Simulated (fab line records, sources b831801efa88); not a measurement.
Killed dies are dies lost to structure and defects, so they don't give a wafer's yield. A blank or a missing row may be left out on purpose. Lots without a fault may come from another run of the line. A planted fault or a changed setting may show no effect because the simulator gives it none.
A struck lot beside a sound one | flow gf180mcu | 27 steps out of a route of 602
Sound: wafers L729.2, L729.5, L729.6. Struck: wafers L730.2, L730.3, L730.6. The cause comes at the end.
At each step with rows: each side's tool, then ch and its chambers, then its first start. Under that, the readings that differ: sound wafers | struck wafers | difference of the means | sigmas: that difference in standard deviations of wafers without a fault.
alike: readings whose means differ by less than 2 such deviations, and words and numbers that are the same on both sides. not compared: withheld readings, readings that some wafer has no value for, bounds like >300 that may hide the same value, and numbers for which the record gives no deviation and whose values overlap.
The two part at a step that has a row with sigmas, a row that says differs or no value, or rows on one side only. Numbers that don't overlap but have no deviation are shown without sigmas and don't part them. A reading that every wafer of one side lacks parts them only if that side has two wafers or more.

first, 3 steps without rows for these wafers: GF_STI_WET_ETCH_27 (etches Si3N4 in H3PO4, target depth 160 nm, time 1825 s); GF_STI_WET_ETCH_28 (etches SiO2 in dHF, target depth 20 nm, time 40 s); GF_STI_OXIDATION_29 (stabilise 600 s, purge 300 s, target thk 10 nm).
GF_STI_THK_MEAS_30:
  sound on film_metro-01, day 5 21:47; struck on film_metro-03, day 5 21:47
  alike: STI_OXIDATION_02_THK
then, 8 steps without rows for these wafers: GF_DNWELL_DEHYDRATE_00 (time 60 s); GF_DNWELL_HMDS_01 (prime time 60 s); GF_DNWELL_COAT_02 (resist thk 3000 nm); GF_DNWELL_SOFTBAKE_03; GF_DNWELL_EXPOSE_04 (exposes mask DNWELL, target cd 1700 nm); GF_DNWELL_PEB_05; GF_DNWELL_DEVELOP_06 (develop time 58.26 s); GF_DNWELL_IMPLANT_07.
GF_DNWELL_STRIP_08: strips in O2/N2.
  sound on plasma_asher-04 ch 0,1, day 6 11:40; struck on plasma_asher-01 ch 0,1, day 6 11:19
  no value came back on the struck wafers for any of 6 readings (chamber_pressure_mTorr (mTorr), drypump_motor_current_A (A) and others); on the sound wafers chamber_pressure_mTorr (mTorr) reads 1496.8 1499.8 1500.6
  reading                                  | sound | struck         | difference | sigmas
  model.coat_of_DNWELL_COAT_02.thk_nm (nm) | 0 0 0 | 3000 2995 2988 | +2994      |
  not compared: rf_hours_counter_h
GF_DNWELL_TW_MEAS_09:
  sound on film_metro-01, day 6 11:46; struck on film_metro-04, day 6 11:25
  alike: DNWELL_TW
then, 7 steps without rows for these wafers: GF_NWELL_DEHYDRATE_00 (time 60 s); GF_NWELL_HMDS_01 (prime time 60 s); GF_NWELL_COAT_02 (resist thk 3000 nm); GF_NWELL_SOFTBAKE_03; GF_NWELL_EXPOSE_04 (exposes mask Nwell, target cd 860 nm); GF_NWELL_PEB_05; GF_NWELL_DEVELOP_06 (develop time 60 s).
GF_NWELL_OVL_MEAS_07:
  sound on overlay-01, day 7 03:25; struck on overlay-02, day 7 03:16
  alike: NWELL_OVL
then, 2 steps without rows for these wafers: GF_NWELL_IMPLANT_08; GF_NWELL_IMPLANT_09.
GF_NWELL_STRIP_10: strips in O2/N2.
  sound on plasma_asher-01 ch 0,1, day 7 03:44; struck on plasma_asher-03 ch 0,1, day 7 03:36
  reading                      | sound             | struck            | difference | sigmas
  n2_flow_sccm (sccm)          | 300.3 300.4 301.2 | 297.9 299.2 298.1 | -2.2       | -3
  oes_product_au (a.u.)        | 0.717 0.718 0.721 | 0.743 0.743 0.743 | +0.024     | +5
  strip_time_to_endpoint_s (s) | 36.99 37.08 36.99 | 81.58 81.37 81.23 | +44.37     | +99 or more
  alike: chamber_pressure_mTorr, drypump_motor_current_A, heater_power_w
  not compared: rf_hours_counter_h
GF_NWELL_TW_MEAS_11:
  sound on film_metro-02, day 7 03:51; struck on film_metro-01, day 7 03:43
  reading  | sound          | struck   | difference | sigmas
  NWELL_TW | 1540 1546 1547 | 30 30 30 | -1514      | -99 or more
then, 1 step without rows for these wafers: GF_LVPWELL_DEHYDRATE_00 (time 60 s).

WHERE THEY PART
First at GF_DNWELL_STRIP_08; last, within this record, at GF_NWELL_TW_MEAS_11.

WHY: what the simulator had put in
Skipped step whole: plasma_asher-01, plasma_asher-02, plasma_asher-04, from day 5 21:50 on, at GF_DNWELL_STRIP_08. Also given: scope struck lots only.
